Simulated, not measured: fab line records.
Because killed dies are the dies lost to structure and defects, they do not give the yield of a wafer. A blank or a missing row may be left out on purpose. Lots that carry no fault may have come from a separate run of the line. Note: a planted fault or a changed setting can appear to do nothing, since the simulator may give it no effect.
fab line records	flow sky130
[record] lots = 12	wafers = 36	lastDay = 50
route steps=708 shown LDD_N@244 LDD_P@262 LDD_HVP@287 RES_XHIGH@339
lots that met no fault: taken from a fault-free run of the same line
startH: the number of hours between the record's first day and the start of the first shown wafer of the lot	waitH: hours from the lot's prior step to this one	" same as the row above	L1.1+2: one row covering several wafers at once	- either no value or no given start	* or withheld: withheld	< > ~ a bound
route shown NAME@n: NAME is a module with steps in the file, n the number in the route of the first one	usual: mean/standard deviation of fault-free wafers	same: alike in all rows	chamber/n: place in a boat	sites: per-site readings	_std_site: their standard deviation	_edge_site: outer sites' mean less inner sites'	radiusMm: for every site, how far away it sits from the centre of the wafer	mask NAME#n: copy n	behind: tool/chamber where the wafer was last shaped	hold: why the lot was held/for how many hours/how that ended	device: transistor that didn't switch, given as n, p or np	end of line: at the end of the route, the tests of the same wafers	a step with no rows: only its recipe	killed: at the first sort, the dies lost to defects and structure; wafer yield is something else	map: a wafer's dies, x killed, . not, _ none there
set.NAME: setting as actually run; set.NAME@STEP: the setting as run at that earlier step	model.NAME: the simulator's own value behind a step, which no gauge read
the route's steps for a sample of lots (tables are steps, rows are wafers)
services: when a tool's chamber went out of use (startH, in hours from the record's first day, below 0 if earlier), for how many hours, and the reason
[[steps]]
[step SKY_LDD_N_OVL_MEAS_07]
[usual] LDD_N_OVL = 0.4/1.5
lot.wafer	tool	chamber	startH	waitH	LDD_N_OVL[nm]
L994.1	overlay-01	-	387.39	0.1	0.8
L994.3	"	-	"	"	0.3
L994.5	"	-	"	"	-0.1
L995.2	overlay-02	-	394.54	0.1	0.9
L995.5	"	-	"	"	-0.7
L995.6	"	-	"	"	0.3
L997.2	overlay-01	-	432.54	0.1	0.9
L997.4	"	-	"	"	-0.6
L997.5	"	-	"	"	-1.0
L998.1	overlay-02	-	440.79	0.1	1.9
L998.5	"	-	"	"	2.5
L998.6	"	-	"	"	2.0
L101.1	overlay-02	-	470.55	0.1	-0.2
L101.2	"	-	"	"	0.3
L101.5	"	-	"	"	1.7
L102.1	overlay-02	-	473.13	0.1	-0.2
L102.2	"	-	"	"	-0.5
L102.4	"	-	"	"	-0.3
L104.1	overlay-01	-	497.09	0.1	0.1
L104.2	"	-	"	"	-0.9
L104.3	"	-	"	"	-1.0
L105.2	overlay-02	-	502.19	0.1	-1.5
L105.5	"	-	"	"	-2.4
L105.6	"	-	"	"	-2.0
L113.4	overlay-01	-	578.01	0.1	-1.0
L113.5	"	-	"	"	-0.2
L113.6	"	-	"	"	1.0
L115.1	overlay-01	-	585.93	0.1	-0.5
L115.3	"	-	"	"	-0.3
L115.5	"	-	"	"	1.0
L116.2	overlay-02	-	598.50	0.1	2.6
L116.3	"	-	"	"	0.4
L116.6	"	-	"	"	2.9
L117.4	overlay-01	-	612.56	0.1	1.2
L117.5	"	-	"	"	1.5
L117.6	"	-	"	"	0.6
[step SKY_LDD_P_CD_MEAS_07]
[recipe] targetCdNm = 380
[usual] cdNm = 380.1/2.5
lot.wafer	tool	chamber	startH	waitH	cdNm
L994.1	cdSem-01	-	418.46	0.2	382.7
L994.3	"	-	"	"	382.6
L994.5	"	-	"	"	381.5
L995.2	cdSem-01	-	425.66	0.1	374.6
L995.5	"	-	"	"	376.0
L995.6	"	-	"	"	376.7
L997.2	cdSem-01	-	464.78	0.2	377.4
L997.4	"	-	"	"	378.3
L997.5	"	-	"	"	377.3
L998.1	cdSem-01	-	472.89	0.1	381.8
L998.5	"	-	"	"	380.6
L998.6	"	-	"	"	382.7
L101.1	cdSem-01	-	501.88	0.1	381.3
L101.2	"	-	"	"	383.2
L101.5	"	-	"	"	380.6
L102.1	cdSem-01	-	504.68	0.1	382.9
L102.2	"	-	"	"	382.3
L102.4	"	-	"	"	380.1
L104.1	cdSem-01	-	528.18	0.1	381.3
L104.2	"	-	"	"	378.6
L104.3	"	-	"	"	380.4
L105.2	cdSem-02	-	533.56	0.1	375.9
L105.5	"	-	"	"	376.0
L105.6	"	-	"	"	375.8
L113.4	cdSem-02	-	608.50	0.1	382.0
L113.5	"	-	"	"	381.3
L113.6	"	-	"	"	381.8
L115.1	cdSem-02	-	616.24	0.1	383.1
L115.3	"	-	"	"	382.2
L115.5	"	-	"	"	382.0
L116.2	cdSem-01	-	628.10	0.1	377.9
L116.3	"	-	"	"	378.5
L116.6	"	-	"	"	379.5
L117.4	cdSem-02	-	642.50	0.1	381.6
L117.5	"	-	"	"	381.7
L117.6	"	-	"	"	380.5
[step SKY_LDD_HVP_STRIP_09]
[recipe] chemistry = O2/N2	powerW = 1400	pressureMtorr = 1500	platenTempC = withheld	o2FlowSccm = 3000	n2FlowSccm = 300	overashFraction = 0.5
[usual] drypumpMotorCurrentA = 5.8/0.44	oesProductAu = 0.408/0.0046	stripTimeToEndpointS = 4.134/0.014
lot.wafer	tool	chamber	startH	waitH	drypumpMotorCurrentA	oesProductAu	rfHoursCounterH	stripTimeToEndpointS
L994.1	plasmaAsher-02	1	480.73	0.1	5.7	0.406	78	4.134
L994.3	"	0	"	"	6.1	0.414	-	4.131
L994.5	"	1	"	"	5.8	0.397	-	4.123
L995.2	plasmaAsher-04	0	487.28	0.1	6.2	0.407	37	4.137
L995.5	"	1	"	"	5.7	0.399	-	4.140
L995.6	"	0	"	"	6.2	0.406	-	4.158
L997.2	plasmaAsher-02	0	526.18	0.1	6.1	0.408	84	4.137
L997.4	"	0	"	"	6.1	0.402	-	4.120
L997.5	"	0	"	"	6.1	0.408	-	4.140
L998.1	plasmaAsher-02	1	534.43	0.1	5.7	0.416	84	4.124
L998.5	"	0	"	"	6.1	0.408	-	4.118
L998.6	"	1	"	"	5.8	0.404	-	4.124
L101.1	plasmaAsher-03	1	563.13	0.1	6.1	0.410	13	4.132
L101.2	"	0	"	"	5.0	0.408	13	4.125
L101.5	"	1	"	"	6.1	0.414	-	4.116
L102.1	plasmaAsher-04	1	565.42	0.1	5.8	0.402	45	4.127
L102.2	"	0	"	"	6.3	0.409	45	4.104
L102.4	"	1	"	"	5.8	0.410	-	4.133
L104.1	plasmaAsher-02	0	588.12	0.1	6.0	0.406	90	4.145
L104.2	"	1	"	"	5.7	0.416	90	4.168
L104.3	"	0	"	"	6.0	0.410	-	4.171
L105.2	plasmaAsher-02	1	594.33	0.1	5.7	0.412	90	4.127
L105.5	"	0	"	"	6.1	0.415	-	4.149
L105.6	"	1	"	"	5.7	0.411	-	4.138
L113.4	plasmaAsher-03	1	666.21	0.1	6.1	0.401	-	4.144
L113.5	"	0	"	"	4.9	0.397	-	4.124
L113.6	"	1	"	"	6.1	0.411	-	4.148
L115.1	plasmaAsher-03	0	673.77	0.1	5.0	0.416	24	4.141
L115.3	"	1	"	"	6.1	0.407	-	4.144
L115.5	"	1	"	"	6.1	0.407	-	4.148
L116.2	plasmaAsher-04	1	685.30	0.1	5.8	0.408	56	4.134
L116.3	"	0	"	"	6.3	0.401	-	4.120
L116.6	"	1	"	"	5.8	0.407	-	4.120
L117.4	plasmaAsher-04	1	699.62	0.1	5.8	0.409	-	4.132
L117.5	"	1	"	"	5.8	0.410	-	4.138
L117.6	"	0	"	"	6.3	0.403	-	4.150
[step SKY_RES_XHIGH_IMPLANT_07]
[recipe] species = BF2	energyKev = 20.1	doseCm2 = 3.6e+14	tiltDeg = 0
[usual] beamOnS = 43/6.7	doseIonsCm2 = 3.6e+14/4.4e+11
lot.wafer	tool	chamber	startH	waitH	beamOnS	doseIonsCm2
L994.1	implanter-03	0	604.15	0.1	34	3.603e+14
L994.3	"	0	"	"	35	3.604e+14
L994.5	"	0	"	"	35	3.606e+14
L995.2	implanter-04	0	609.82	0.1	49	3.597e+14
L995.5	"	0	"	"	52	3.601e+14
L995.6	"	0	"	"	51	3.602e+14
L997.2	implanter-03	0	646.06	0.1	35	3.601e+14
L997.4	"	0	"	"	34	3.605e+14
L997.5	"	0	"	"	35	3.598e+14
L998.1	implanter-03	0	655.50	0.1	35	3.594e+14
L998.5	"	0	"	"	35	3.598e+14
L998.6	"	0	"	"	33	3.601e+14
L101.1	implanter-03	0	682.14	0.1	35	3.599e+14
L101.2	"	0	"	"	34	3.596e+14
L101.5	"	0	"	"	35	3.597e+14
L102.1	implanter-03	0	685.15	0.1	35	3.594e+14
L102.2	"	0	"	"	34	3.603e+14
L102.4	"	0	"	"	34	3.601e+14
L104.1	implanter-02	0	702.95	0.1	46	3.599e+14
L104.2	"	0	"	"	44	3.598e+14
L104.3	"	0	"	"	45	3.596e+14
L105.2	implanter-04	0	709.86	0.1	49	3.601e+14
L105.5	"	0	"	"	52	3.593e+14
L105.6	"	0	"	"	50	3.595e+14
L113.4	implanter-03	0	799.66	0.1	10	8.55e+13
L113.5	"	0	"	"	10	8.56e+13
L113.6	"	0	"	"	10	8.55e+13
L115.1	implanter-03	0	801.94	0.1	10	8.58e+13
L115.3	"	0	"	"	10	8.56e+13
L115.5	"	0	"	"	10	8.6e+13
L116.2	implanter-04	0	802.46	0.1	51	3.591e+14
L116.3	"	0	"	"	48	3.603e+14
L116.6	"	0	"	"	48	3.599e+14
L117.4	implanter-02	0	806.92	0.1	45	3.606e+14
L117.5	"	0	"	"	45	3.6e+14
L117.6	"	0	"	"	45	3.592e+14
[step SKY_RES_XHIGH_TW_MEAS_09]
[usual] RES_XHIGH_TW = 1656/16
lot.wafer	tool	chamber	startH	waitH	RES_XHIGH_TW
L994.1	filmMetro-02	-	604.40	0.1	1659
L994.3	"	-	"	"	1670
L994.5	"	-	"	"	1665
L995.2	filmMetro-03	-	610.06	0.1	1658
L995.5	"	-	"	"	1664
L995.6	"	-	"	"	1674
L997.2	filmMetro-01	-	646.30	0.1	1635
L997.4	"	-	"	"	1635
L997.5	"	-	"	"	1626
L998.1	filmMetro-03	-	655.75	0.1	1670
L998.5	"	-	"	"	1667
L998.6	"	-	"	"	1661
L101.1	filmMetro-02	-	682.39	0.1	1686
L101.2	"	-	"	"	1681
L101.5	"	-	"	"	1681
L102.1	filmMetro-03	-	685.40	0.1	1661
L102.2	"	-	"	"	1657
L102.4	"	-	"	"	1670
L104.1	filmMetro-02	-	703.20	0.1	1669
L104.2	"	-	"	"	1675
L104.3	"	-	"	"	1667
L105.2	filmMetro-02	-	710.10	0.1	1669
L105.5	"	-	"	"	1673
L105.6	"	-	"	"	1673
L113.4	filmMetro-03	-	799.87	0.1	1065
L113.5	"	-	"	"	1069
L113.6	"	-	"	"	1064
L115.1	filmMetro-03	-	802.19	0.1	1057
L115.3	"	-	"	"	1064
L115.5	"	-	"	"	1067
L116.2	filmMetro-01	-	802.70	0.1	1632
L116.3	"	-	"	"	1637
L116.6	"	-	"	"	1639
L117.4	filmMetro-01	-	807.13	0.1	1635
L117.5	"	-	"	"	1638
L117.6	"	-	"	"	1638
[step SKY_SD_N_RS_MEAS_18]
[recipe] thkMeasGauge = four-point-probe
[usual] RES_XHIGH_RS = 332.8/1.2
lot.wafer	tool	chamber	startH	waitH	RES_XHIGH_RS[ohm/sq]
L994.1	filmMetro-03	-	633.47	0.1	333.7
L994.3	"	-	"	"	332.2
L994.5	"	-	"	"	331.7
L995.2	filmMetro-03	-	639.68	0.1	332.6
L995.5	"	-	"	"	332.2
L995.6	"	-	"	"	331.6
L997.2	filmMetro-02	-	675.30	0.1	330.1
L997.4	"	-	"	"	331.8
L997.5	"	-	"	"	330.8
L998.1	filmMetro-02	-	684.83	0.1	334.4
L998.5	"	-	"	"	333.7
L998.6	"	-	"	"	333.2
L101.1	filmMetro-03	-	710.47	0.1	333.2
L101.2	"	-	"	"	331.8
L101.5	"	-	"	"	333.0
L102.1	filmMetro-01	-	713.37	0.1	333.8
L102.2	"	-	"	"	335.1
L102.4	"	-	"	"	334.8
L104.1	filmMetro-02	-	728.18	0.1	331.8
L104.2	"	-	"	"	332.2
L104.3	"	-	"	"	332.1
L105.2	filmMetro-03	-	734.55	0.1	333.5
L105.5	"	-	"	"	333.6
L105.6	"	-	"	"	332.7
L113.4	filmMetro-03	-	825.72	0.1	1032.2
L113.5	"	-	"	"	1028.3
L113.6	"	-	"	"	1035.5
L115.1	filmMetro-02	-	828.82	0.1	1049.3
L115.3	"	-	"	"	1041.9
L115.5	"	-	"	"	1028.4
L116.2	filmMetro-03	-	830.34	0.1	334.5
L116.3	"	-	"	"	334.2
L116.6	"	-	"	"	334.2
L117.4	filmMetro-02	-	833.49	0.1	330.7
L117.5	"	-	"	"	331.1
L117.6	"	-	"	"	330.8
[[services]]
tool	chamber	startH	hours	kind
implanter-02	-	457.42	5.1	repair
implanter-03	-	467.11	4.3	pm
implanter-04	-	551.43	3.3	pm
implanter-02	-	568.28	1.3	repair
implanter-03	-	569.65	1.9	repair
plasmaAsher-04	-	585.01	2.8	pm
implanter-04	-	588.65	12.4	pm
implanter-02	-	617.20	2.2	repair
implanter-02	-	624.29	1.6	repair
plasmaAsher-03	-	634.02	1.8	repair
implanter-02	-	652.27	4.1	pm
implanter-02	-	684.65	3.9	pm
implanter-04	-	689.33	2.6	repair
implanter-04	-	697.89	7.5	pm
implanter-03	-	708.26	1.8	repair
plasmaAsher-02	-	733.75	9.0	pm
plasmaAsher-02	0	733.75	9.0	ventCycle
plasmaAsher-02	1	733.75	9.0	ventCycle
plasmaAsher-03	-	734.14	3.5	repair
plasmaAsher-04	-	739.09	2.0	repair
plasmaAsher-02	0	742.75	-	clean
plasmaAsher-02	1	742.75	-	clean
plasmaAsher-02	-	744.18	2.7	repair
implanter-02	-	761.84	2.0	repair
[[key]]
[firstSign] step = SKY_RES_XHIGH_IMPLANT_07	reading = doseIonsCm2	direction = down	sigmas = 99+	usual = *	struck = *
[effect] step = SKY_RES_XHIGH_IMPLANT_07	reading = beamOnS	direction = down	sigmas = 4.9	usual = 43	struck = 10
[effect] step = SKY_RES_XHIGH_TW_MEAS_09	reading = RES_XHIGH_TW	direction = down	sigmas = 37	usual = 1656	struck = 1065
[effect] step = SKY_SD_N_RS_MEAS_18	reading = RES_XHIGH_RS	direction = up	sigmas = 99+	usual = 332.8	struck = 1035.9
metAt SKY_RES_XHIGH_IMPLANT_07
struckLots L113,L115
testerLeftOut L113,L115
notActingAt SKY_LDD_N_OVL_MEAS_07,SKY_LDD_P_CD_MEAS_07,SKY_LDD_HVP_STRIP_09
onsetBetween 685.15 799.66
[fault] kind = processParameterDrift	tool = implanter-03	chamber = -	onsetH = 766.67	steps = SKY_RES_XHIGH_IMPLANT_07	channel = doseCm2	offset = *	shape = step	endH = 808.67	actsIn = *	stated = *
// testerLeftOut: of these lots the tester's yield and bins aren't shown, on N5 and GAA mostly nor the transistor test; their killed dies are dies lost to structure and defects alone, not to doping, threshold or leakage, so they don't give the yield
